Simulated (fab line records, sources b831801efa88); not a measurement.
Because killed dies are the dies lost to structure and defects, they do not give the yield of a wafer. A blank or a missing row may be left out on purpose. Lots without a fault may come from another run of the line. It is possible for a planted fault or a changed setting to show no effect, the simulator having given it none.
Which tool is to blame? -- flow sfqLine -- at 1 step of a route of 325, 7 lots with 21 wafers sampled

== WHAT EACH GAUGE READ, for each wafer ==
SFQ_I3_OVL_MEAS_923.
lot,measured,on,I3_OVL (nm)
L847,day 44 07:17,overlay-02,-9 2 -3
L849,day 51 02:19,overlay-01,1 5 3
L851,day 51 21:38,overlay-01,-1 5 -1
L854,day 53 00:49,overlay-01,-4 4 10
L857,day 53 20:08,overlay-02,15 16 8
L862,day 55 15:18,overlay-01,-5 -8 0
L866,day 57 10:10,overlay-01,-4 -8 -4

== WHAT TOOL EACH LOT RAN ON (gives the tool, then ch and the chambers of the sampled wafers, and finally the start) ==
There is no process step in the record ahead of these readings.

== THE ANSWER, worked out from the rows above alone ==
Rule: usual is defined by the lots themselves. The widest of any qualifying gaps counts: lots, ordered by their means at a reading, are off when they make up no more than a third of the lots, leave a main group of 4 or more, and stand apart from it by 3 or more times the standard deviation of that group's means. The tables above print the reading to a certain number of digits; a main group whose means all agree to those digits is not used. Also off: a lot with no number at a reading for which 4 or more lots have one. Any other lot the step has rows for is counted as sound.
Across all readings shown, no lot is off: no conclusion can be drawn from this.

== WHAT THE SIMULATOR HAD INSERTED ==
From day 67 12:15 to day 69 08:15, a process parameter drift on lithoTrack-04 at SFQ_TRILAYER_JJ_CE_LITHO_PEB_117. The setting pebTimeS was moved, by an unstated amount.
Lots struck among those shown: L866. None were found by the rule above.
